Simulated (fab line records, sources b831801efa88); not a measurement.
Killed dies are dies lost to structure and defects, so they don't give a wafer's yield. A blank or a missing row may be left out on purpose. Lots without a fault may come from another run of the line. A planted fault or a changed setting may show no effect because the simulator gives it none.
fab line records | flow gf180mcu | part 1 of 2: steps 1 to 30 of 40
record lots=5 wafers=15 last_day=34
route steps=602 shown PSD@248 NSD@262 SAB@264 SALICIDE@278 CONTACT@287
lots that met no fault: from a run of the same line without faults
start_h: hours from the record's first day to the start of the lot's first wafer shown | wait_h: hours since the lot's step before | " the same as in the row above | L1.1+2: a row that stands for several wafers | - no value, or no start given | * or withheld: withheld | < > ~ a bound
route shown NAME@n: a module of which the file shows steps, and the number in the route of the first | usual: mean/standard deviation of fault-free wafers | same: alike in all rows | chamber/n: place in a boat | sites: the reading at each site | _std_site: their standard deviation | _edge_site: outer sites' mean less inner sites' | radius_mm: how far each site lies from the wafer's centre | mask NAME#n: copy n | behind: the tool/chamber that last shaped the wafer | hold: why the lot was held/for how many hours/how that ended | device: the transistor (n, p or np) that didn't switch | end of line: the same wafers' tests at the end of the route | a step without rows: its recipe alone | killed: dies lost to structure and defects at the first sort, not the wafer's yield | map: a wafer's dies, x killed, . not, _ none there
set.NAME: the setting as run; set.NAME@STEP: as run at that earlier step | model.NAME: the simulator's own value behind a step, which no gauge read
lots at some steps of the route; a table a step, a row a wafer
services: from which hour (start_h, from the record's first day; less than 0 if before it) a tool's chamber was out of use, for how many hours, and why
## steps
# step GF_PSD_DEHYDRATE_00
# recipe temp_c=200 time_s=60
# columns lot.wafer tool chamber start_h wait_h
L083.2+3+5 litho_track-04 0 381.49 10.2
L084.1+5+6 litho_track-04 0 389.36 11.0
L090.2+3+5 litho_track-03 0 440.82 11.4
L094.1+3+5 litho_track-02 0 481.73 11.6
L097.1+4+5 litho_track-02 0 501.13 10.9
# step GF_PSD_HMDS_01
# recipe prime_time_s=60 prime_temp_c=120
# columns lot.wafer tool chamber start_h wait_h
L083.2+3+5 litho_track-04 0 381.64 0.1
L084.1+5+6 litho_track-04 0 389.51 0.1
L090.2+3+5 litho_track-03 0 440.97 0.1
L094.1+3+5 litho_track-02 0 481.88 0.1
L097.1+4+5 litho_track-02 0 501.28 0.1
# step GF_PSD_COAT_02
# recipe resist=NOVOLAK spin_rpm=3000 resist_thk_nm=1000
# columns lot.wafer tool chamber start_h wait_h
L083.2+3+5 litho_track-04 0 381.79 0.1
L084.1+5+6 litho_track-04 0 389.66 0.1
L090.2+3+5 litho_track-03 0 441.12 0.1
L094.1+3+5 litho_track-02 0 482.03 0.1
L097.1+4+5 litho_track-02 0 501.43 0.1
# step GF_PSD_SOFTBAKE_03
# recipe temp_c=90 time_s=60 resist=NOVOLAK
# columns lot.wafer tool chamber start_h wait_h
L083.2+3+5 litho_track-04 0 381.94 0.1
L084.1+5+6 litho_track-04 0 389.81 0.1
L090.2+3+5 litho_track-03 0 441.27 0.1
L094.1+3+5 litho_track-02 0 482.18 0.1
L097.1+4+5 litho_track-02 0 501.58 0.1
# step GF_PSD_EXPOSE_04
# recipe mask_id=Pplus target_cd_nm=400 na=0.6 source_shape=conventional sigma_outer=0.6 dose_mj=140
# usual exposure_dose_mJ_cm2=139.95/0.16 focus_offset_nm=0.0/0.5
# same sigma_outer=0.6
# columns lot.wafer tool chamber start_h wait_h mask exposure_dose_mJ_cm2 focus_offset_nm
L083.2 iline_stepper-02 0 - - Pplus#0 139.85 0.4
L083.3 " 0 " " Pplus#0 139.89 -0.3
L083.5 " 0 " " Pplus#0 139.80 -0.2
L084.1 iline_stepper-02 0 - - Pplus#0 140.08 0.7
L084.5 " 0 " " Pplus#0 140.12 -0.4
L084.6 " 0 " " Pplus#0 139.82 0.4
L090.2 iline_stepper-02 0 - - Pplus#0 139.74 0.4
L090.3 " 0 " " Pplus#0 139.69 -0.2
L090.5 " 0 " " Pplus#0 139.76 -0.4
L094.1 iline_stepper-02 0 - - Pplus#0 139.83 -0.5
L094.3 " 0 " " Pplus#0 139.78 -0.5
L094.5 " 0 " " Pplus#0 139.86 0.0
L097.1 iline_stepper-01 0 - - Pplus#0 140.19 -0.3
L097.4 " 0 " " Pplus#0 139.99 -0.7
L097.5 " 0 " " Pplus#0 139.84 -0.6
# step GF_PSD_PEB_05
# recipe temp_c=withheld time_s=* resist=NOVOLAK
# columns lot.wafer tool chamber start_h wait_h
L083.2+3+5 litho_track-02 0 - -
L084.1+5+6 litho_track-03 0 - -
L090.2+3+5 litho_track-02 0 - -
L094.1+3+5 litho_track-02 0 - -
L097.1+4+5 litho_track-04 0 - -
# step GF_PSD_DEVELOP_06
# recipe develop_time_s=60 dev_temp_c=23
# columns lot.wafer tool chamber start_h wait_h
L083.2+3+5 litho_track-02 0 393.30 0.1
L084.1+5+6 litho_track-03 0 401.14 0.1
L090.2+3+5 litho_track-02 0 452.80 0.1
L094.1+3+5 litho_track-02 0 493.68 0.1
L097.1+4+5 litho_track-04 0 513.36 0.1
# step GF_PSD_CD_MEAS_07
# recipe target_cd_nm=400
# usual cd_nm=400.0/1.8
# columns lot.wafer tool chamber start_h wait_h cd_nm
L083.2 cd_sem-01 - 393.45 0.1 401.5
L083.3 " - " " 400.3
L083.5 " - " " 401.9
L084.1 cd_sem-01 - 401.29 0.1 401.1
L084.5 " - " " 397.6
L084.6 " - " " 397.3
L090.2 cd_sem-01 - 452.95 0.1 399.3
L090.3 " - " " 398.5
L090.5 " - " " 398.1
L094.1 cd_sem-02 - 493.83 0.1 401.1
L094.3 " - " " 401.3
L094.5 " - " " 402.3
L097.1 cd_sem-01 - 513.51 0.1 399.8
L097.4 " - " " 397.5
L097.5 " - " " 397.2
# step GF_PSD_OVL_MEAS_08
# usual PSD_OVL=-1.4/1.2
# columns lot.wafer tool chamber start_h wait_h PSD_OVL[nm]
L083.2 overlay-01 - 393.56 0.1 -1.3
L083.3 " - " " -1.8
L083.5 " - " " -1.6
L084.1 overlay-02 - 401.41 0.1 -1.0
L084.5 " - " " -2.2
L084.6 " - " " -1.8
L090.2 overlay-01 - 453.05 0.1 -2.4
L090.3 " - " " -1.9
L090.5 " - " " -2.4
L094.1 overlay-02 - 493.95 0.1 -1.3
L094.3 " - " " -1.7
L094.5 " - " " -0.1
L097.1 overlay-02 - 513.63 0.1 -1.5
L097.4 " - " " -2.2
L097.5 " - " " -2.6
# step GF_PSD_IMPLANT_09
# recipe species=BF2 energy_kev=40 dose_cm2=1.5e+15 tilt_deg=7
# columns lot.wafer tool chamber start_h wait_h
L083.2+3+5 implanter-01 0 393.61 0.0
L084.1+5+6 implanter-01 0 401.45 0.0
L090.2+3+5 implanter-02 0 453.11 0.0
L094.1+3+5 implanter-01 0 493.98 0.0
L097.1+4+5 implanter-01 0 513.67 0.0
# step GF_PSD_STRIP_10
# recipe chemistry=O2/N2 power_w=1400 pressure_mtorr=1500 platen_temp_c=250 o2_flow_sccm=3000 n2_flow_sccm=300 overash_fraction=0.5
# usual drypump_motor_current_A=5.8/0.52 heater_power_w=296/12 oes_product_au=0.592/0.0044 strip_time_to_endpoint_s=16.54/0.03
# columns lot.wafer tool chamber start_h wait_h drypump_motor_current_A heater_power_w oes_product_au rf_hours_counter_h strip_time_to_endpoint_s
L083.2 plasma_asher-02 1 393.74 0.1 5.5 294 0.590 28 16.58
L083.3 " 0 " " 6.2 312 0.598 - 16.58
L083.5 " 0 " " 6.2 307 0.585 - 16.58
L084.1 plasma_asher-01 1 401.60 0.1 4.9 298 0.585 75 16.54
L084.5 " 0 " " 5.5 277 0.599 - 16.49
L084.6 " 1 " " 4.9 296 0.586 - 16.52
L090.2 plasma_asher-02 1 453.23 0.1 5.5 306 0.591 35 16.55
L090.3 " 0 " " 6.3 319 0.597 - 16.51
L090.5 " 0 " " 6.2 311 0.594 - 16.57
L094.1 plasma_asher-01 1 494.13 0.1 4.9 288 0.592 7 16.54
L094.3 " 0 " " 5.6 271 0.598 - 16.54
L094.5 " 0 " " 5.6 271 0.586 - 16.54
L097.1 plasma_asher-04 0 513.82 0.1 6.5 296 0.595 68 16.54
L097.4 " 0 " " 6.5 298 0.595 - 16.57
L097.5 " 1 " " 5.4 290 0.591 - 16.56
# step GF_PSD_TW_MEAS_11
# usual PSD_TW=3205/23
# columns lot.wafer tool chamber start_h wait_h PSD_TW
L083.2 film_metro-01 - 393.85 0.1 3193
L083.3 " - " " 3193
L083.5 " - " " 3185
L084.1 film_metro-03 - 401.70 0.1 3236
L084.5 " - " " 3225
L084.6 " - " " 3223
L090.2 film_metro-04 - 453.37 0.1 3206
L090.3 " - " " 3199
L090.5 " - " " 3207
L094.1 film_metro-04 - 494.23 0.1 3221
L094.3 " - " " 3214
L094.5 " - " " 3208
L097.1 film_metro-01 - 513.92 0.1 3166
L097.4 " - " " 3175
L097.5 " - " " 3171
# step GF_PSD_CLEAN_12
# recipe chemistry=SC1/SC2 mix=1:4:20 temp_c=70 time_s=150 dry=n2_spin
# usual bath_heat_duty_pct=13.4/1
# columns lot.wafer tool chamber start_h wait_h bath_heat_duty_pct
L083.2 wet_bench-03 0 393.90 0.0 12.5
L083.3 " 0 " " 12.1
L083.5 " 0 " " 12.6
L084.1 wet_bench-03 1 401.76 0.1 13.8
L084.5 " 1 " " 14.0
L084.6 " 1 " " 14.7
L090.2 wet_bench-04 1 453.42 0.0 13.8
L090.3 " 1 " " 15.6
L090.5 " 1 " " 15.3
L094.1 wet_bench-04 0 494.29 0.1 15.0
L094.3 " 0 " " 14.0
L094.5 " 0 " " 14.8
L097.1 wet_bench-04 1 513.98 0.1 13.5
L097.4 " 1 " " 15.0
L097.5 " 1 " " 14.7
# step GF_PSD_RTA_13
# recipe temp_c=1025 time_s=20 ambient=N2
# usual lamp_power_pct=38.5/0.4 wafer_temp_C_max=1029.2/1.2
# columns lot.wafer tool chamber start_h wait_h lamp_power_pct wafer_temp_C_max
L083.2 rtp_anneal-01 0 393.96 0.0 38.8 1027.9
L083.3 " 0 " " 38.8 1028.6
L083.5 " 0 " " 38.8 1028.8
L084.1 rtp_anneal-02 0 401.81 0.0 38.0 1032.0
L084.5 " 0 " " 38.0 1029.9
L084.6 " 0 " " 38.0 1029.4
L090.2 rtp_anneal-02 0 453.49 0.0 37.9 1030.4
L090.3 " 0 " " 37.9 1030.7
L090.5 " 0 " " 38.0 1030.3
L094.1 rtp_anneal-01 0 494.35 0.0 38.8 1028.3
L094.3 " 0 " " 38.8 1028.1
L094.5 " 0 " " 38.8 1028.3
L097.1 rtp_anneal-01 0 514.03 0.0 38.8 1028.1
L097.4 " 0 " " 38.8 1028.2
L097.5 " 0 " " 38.8 1027.8
# step GF_PSD_RS_MEAS_14
# recipe thk_meas_gauge=four-point-probe
# usual NSD_RS=46.12/0.086
# columns lot.wafer tool chamber start_h wait_h NSD_RS[ohm/sq]
L083.2 film_metro-03 - 394.05 0.1 46.02
L083.3 " - " " 46.11
L083.5 " - " " 46.05
L084.1 film_metro-03 - 401.90 0.1 46.07
L084.5 " - " " 46.11
L084.6 " - " " 46.15
L090.2 film_metro-01 - 453.58 0.1 45.98
L090.3 " - " " 46.03
L090.5 " - " " 46.21
L094.1 film_metro-01 - 494.43 0.1 46.13
L094.3 " - " " 46.18
L094.5 " - " " 46.16
L097.1 film_metro-04 - 514.11 0.1 46.31
L097.4 " - " " 46.29
L097.5 " - " " 46.15
# step GF_PSD_RS_MEAS_15
# recipe thk_meas_gauge=four-point-probe
# usual PSD_RS=108.54/0.28
# columns lot.wafer tool chamber start_h wait_h PSD_RS[ohm/sq]
L083.2 film_metro-03 - 394.17 0.1 108.06
L083.3 " - " " 108.30
L083.5 " - " " 108.45
L084.1 film_metro-03 - 402.02 0.1 108.73
L084.5 " - " " 108.81
L084.6 " - " " 108.76
L090.2 film_metro-01 - 453.70 0.1 108.35
L090.3 " - " " 108.62
L090.5 " - " " 108.53
L094.1 film_metro-01 - 494.55 0.1 108.55
L094.3 " - " " 108.60
L094.5 " - " " 108.97
L097.1 film_metro-04 - 514.23 0.1 108.70
L097.4 " - " " 108.95
L097.5 " - " " 108.04
# step GF_SAB_CVD_00
# recipe material=SiO2 target_thk_nm=50 precursor=TEOS temp_c=400 time_s=4.9302 rf_w=600
# usual heater_power_outer_w=394/98 heater_power_w=695/150
# columns lot.wafer tool chamber start_h wait_h heater_power_outer_w heater_power_w
L083.2 pecvd-03 2 394.27 0.1 375 626
L083.3 " 1 " " 559 966
L083.5 " 1 " " 552 911
L084.1 pecvd-03 2 402.14 0.1 474 738
L084.5 " 1 " " 493 868
L084.6 " 0 " " 449 824
L090.2 pecvd-03 2 453.80 0.1 463 715
L090.3 " 0 " " 445 793
L090.5 " 0 " " 433 805
L094.1 pecvd-02 1 494.67 0.1 479 833
L094.3 " 0 " " 307 550
L094.5 " 1 " " 471 820
L097.1 pecvd-01 1 514.35 0.1 555 903
L097.4 " 0 " " 353 575
L097.5 " 1 " " 562 920
# step GF_SAB_THK_MEAS_01
# recipe reads=SiO2_of_SAB_CVD_00
# usual SAB_CVD_00_THK=50.1/0.64
# columns lot.wafer tool chamber start_h wait_h SAB_CVD_00_THK[nm]
L083.2 film_metro-02 - 394.30 0.0 50.3
L083.3 " - " " 49.8
L083.5 " - " " 50.4
L084.1 film_metro-02 - 402.15 0.0 49.7
L084.5 " - " " 49.8
L084.6 " - " " 50.3
L090.2 film_metro-03 - 453.83 0.0 50.1
L090.3 " - " " 49.3
L090.5 " - " " 50.5
L094.1 film_metro-02 - 494.69 0.0 49.6
L094.3 " - " " 49.4
L094.5 " - " " 49.6
L097.1 film_metro-02 - 514.37 0.0 48.6
L097.4 " - " " 50.0
L097.5 " - " " 50.8
# step GF_SAB_DEHYDRATE_02
# recipe temp_c=200 time_s=60
# columns lot.wafer tool chamber start_h wait_h
L083.2+3+5 litho_track-04 0 405.14 10.8
L084.1+5+6 litho_track-01 0 413.67 11.5
L090.2+3+5 litho_track-01 0 465.39 11.6
L094.1+3+5 litho_track-04 0 506.06 11.4
L097.1+4+5 litho_track-04 0 525.11 10.7
# step GF_SAB_HMDS_03
# recipe prime_time_s=60 prime_temp_c=120
# columns lot.wafer tool chamber start_h wait_h
L083.2+3+5 litho_track-04 0 405.29 0.1
L084.1+5+6 litho_track-01 0 413.82 0.1
L090.2+3+5 litho_track-01 0 465.54 0.1
L094.1+3+5 litho_track-04 0 506.21 0.1
L097.1+4+5 litho_track-04 0 525.26 0.1
# step GF_SAB_COAT_04
# recipe resist=NOVOLAK spin_rpm=3000 resist_thk_nm=1000
# columns lot.wafer tool chamber start_h wait_h
L083.2+3+5 litho_track-04 0 405.44 0.1
L084.1+5+6 litho_track-01 0 413.97 0.1
L090.2+3+5 litho_track-01 0 465.69 0.1
L094.1+3+5 litho_track-04 0 506.36 0.1
L097.1+4+5 litho_track-04 0 525.41 0.1
# step GF_SAB_SOFTBAKE_05
# recipe temp_c=90 time_s=60 resist=NOVOLAK
# columns lot.wafer tool chamber start_h wait_h
L083.2+3+5 litho_track-04 0 405.59 0.1
L084.1+5+6 litho_track-01 0 414.12 0.1
L090.2+3+5 litho_track-01 0 465.84 0.1
L094.1+3+5 litho_track-04 0 506.51 0.1
L097.1+4+5 litho_track-04 0 525.56 0.1
# step GF_SAB_EXPOSE_06
# recipe mask_id=SAB target_cd_nm=420 na=0.6 source_shape=conventional sigma_outer=0.6 dose_mj=140
# usual exposure_dose_mJ_cm2=139.95/0.15 focus_offset_nm=0.1/0.57
# same sigma_outer=0.6
# columns lot.wafer tool chamber start_h wait_h mask exposure_dose_mJ_cm2 focus_offset_nm
L083.2 iline_stepper-01 0 - - SAB#0 140.08 -0.5
L083.3 " 0 " " SAB#0 140.04 0.0
L083.5 " 0 " " SAB#0 140.11 0.2
L084.1 iline_stepper-01 0 - - SAB#0 139.94 1.1
L084.5 " 0 " " SAB#0 140.06 0.6
L084.6 " 0 " " SAB#0 140.12 0.6
L090.2 iline_stepper-01 0 - - SAB#0 139.97 -0.5
L090.3 " 0 " " SAB#0 140.18 0.8
L090.5 " 0 " " SAB#0 140.22 0.0
L094.1 iline_stepper-01 0 - - SAB#0 139.77 -1.4
L094.3 " 0 " " SAB#0 139.91 -0.3
L094.5 " 0 " " SAB#0 139.86 0.2
L097.1 iline_stepper-02 0 - - SAB#0 140.04 0.0
L097.4 " 0 " " SAB#0 139.87 -0.8
L097.5 " 0 " " SAB#0 139.91 0.1
# step GF_SAB_PEB_07
# recipe temp_c=withheld time_s=* resist=NOVOLAK
# columns lot.wafer tool chamber start_h wait_h
L083.2+3+5 litho_track-01 0 - -
L084.1+5+6 litho_track-04 0 - -
L090.2+3+5 litho_track-02 0 - -
L094.1+3+5 litho_track-02 0 - -
L097.1+4+5 litho_track-02 0 - -
# step GF_SAB_DEVELOP_08
# recipe develop_time_s=60 dev_temp_c=23
# columns lot.wafer tool chamber start_h wait_h
L083.2+3+5 litho_track-01 0 417.54 0.1
L084.1+5+6 litho_track-04 0 426.26 0.1
L090.2+3+5 litho_track-02 0 478.10 0.1
L094.1+3+5 litho_track-02 0 517.83 0.1
L097.1+4+5 litho_track-02 0 537.03 0.1
# step GF_SAB_CD_MEAS_09
# recipe target_cd_nm=420
# usual cd_nm=420.6/2.3
# columns lot.wafer tool chamber start_h wait_h cd_nm
L083.2 cd_sem-02 - 417.69 0.1 424.4
L083.3 " - " " 425.0
L083.5 " - " " 420.4
L084.1 cd_sem-01 - 426.41 0.1 422.9
L084.5 " - " " 422.4
L084.6 " - " " 421.2
L090.2 cd_sem-01 - 478.25 0.1 421.4
L090.3 " - " " 421.4
L090.5 " - " " 420.1
L094.1 cd_sem-02 - 517.98 0.1 421.2
L094.3 " - " " 421.6
L094.5 " - " " 420.8
L097.1 cd_sem-01 - 537.18 0.1 416.0
L097.4 " - " " 416.2
L097.5 " - " " 417.4
# step GF_SAB_OVL_MEAS_10
# usual SAB_OVL=-1.5/1.2
# columns lot.wafer tool chamber start_h wait_h SAB_OVL[nm]
L083.2 overlay-02 - 417.79 0.1 -0.4
L083.3 " - " " -0.6
L083.5 " - " " -0.3
L084.1 overlay-01 - 426.53 0.1 0.7
L084.5 " - " " -0.6
L084.6 " - " " 0.3
L090.2 overlay-02 - 478.35 0.1 -1.5
L090.3 " - " " -0.7
L090.5 " - " " -1.7
L094.1 overlay-02 - 518.10 0.1 -1.5
L094.3 " - " " -2.9
L094.5 " - " " -1.2
L097.1 overlay-02 - 537.30 0.1 -3.3
L097.4 " - " " -2.8
L097.5 " - " " -4.7
# step GF_SAB_ETCH_11
# recipe chemistry=C4F8/O2/Ar mask_material=NOVOLAK target=SiO2 target_depth_nm=55 source_w=1500 bias_w=1200 pressure_mtorr=40 c4f8_flow_sccm=withheld O2_flow_sccm=6 Ar_flow_sccm=300 time_s=8.5
# usual oes_product_au=1.000/0.0096
# columns lot.wafer tool chamber start_h wait_h oes_product_au rf_hours_counter_h
L083.2 rie_diel-02 3 417.82 0.0 0.983 1
L083.3 " 0 " " 1.004 8
L083.5 " 3 " " 0.990 -
L084.1 rie_diel-04 0 426.57 0.0 0.993 0
L084.5 " 1 " " 0.997 -
L084.6 " 0 " " 0.997 -
L090.2 rie_diel-01 3 478.38 0.0 1.010 19
L090.3 " 0 " " 1.017 30
L090.5 " 0 " " 1.006 -
L094.1 rie_diel-04 0 518.13 0.0 0.992 3
L094.3 " 2 " " 1.001 44
L094.5 " 1 " " 1.009 -
L097.1 rie_diel-04 1 537.33 0.0 0.999 14
L097.4 " 3 " " 0.996 20
L097.5 " 1 " " 1.006 -
# step GF_SAB_WET_ETCH_12
# recipe chemistry=dHF target_depth_nm=22 dry=n2_spin target=SiO2 temp_c=25 dilution=100:1 time_s=440
# usual bath_heat_duty_pct=6.4/0.72
# columns lot.wafer tool chamber start_h wait_h bath_heat_duty_pct
L083.2 wet_bench-01 1 417.84 0.0 5.5
L083.3 " 1 " " 5.5
L083.5 " 1 " " 6.5
L084.1 wet_bench-03 2 426.59 0.0 5.6
L084.5 " 2 " " 5.1
L084.6 " 2 " " 5.2
L090.2 wet_bench-01 1 478.41 0.0 6.1
L090.3 " 1 " " 6.3
L090.5 " 1 " " 6.1
L094.1 wet_bench-01 3 518.17 0.0 6.2
L094.3 " 3 " " 5.9
L094.5 " 3 " " 5.4
L097.1 wet_bench-03 3 537.35 0.0 5.7
L097.4 " 3 " " 6.3
L097.5 " 3 " " 5.9
# step GF_SAB_STRIP_13
# recipe chemistry=O2/N2 power_w=1400 pressure_mtorr=1500 platen_temp_c=250 o2_flow_sccm=3000 n2_flow_sccm=300 overash_fraction=0.5
# usual drypump_motor_current_A=5.7/0.58 heater_power_w=317/57 oes_product_au=0.710/0.0038 strip_time_to_endpoint_s=12.62/0.037
# columns lot.wafer tool chamber start_h wait_h drypump_motor_current_A heater_power_w oes_product_au rf_hours_counter_h strip_time_to_endpoint_s
L083.2 plasma_asher-03 1 417.98 0.0 6.5 329 0.710 82 12.63
L083.3 " 1 " " 6.5 335 0.710 - 12.66
L083.5 " 1 " " 6.5 338 0.716 - 12.63
L084.1 plasma_asher-03 0 426.73 0.0 6.0 439 0.708 83 12.61
L084.5 " 1 " " 6.5 338 0.709 - 12.62
L084.6 " 0 " " 6.0 435 0.709 - 12.59
L090.2 plasma_asher-03 1 478.54 0.0 6.5 339 0.710 89 12.66
L090.3 " 1 " " 6.5 329 0.703 - 12.67
L090.5 " 0 " " 5.9 440 0.711 - 12.63
L094.1 plasma_asher-03 1 518.30 0.0 6.5 330 0.706 93 12.55
L094.3 " 1 " " 6.5 339 0.712 - 12.56
L094.5 " 1 " " 6.5 339 0.710 - 12.56
L097.1 plasma_asher-01 0 537.48 0.0 5.6 271 0.708 11 12.57
L097.4 " 0 " " 5.6 275 0.712 - 12.56
L097.5 " 0 " " 5.5 270 0.713 - 12.57
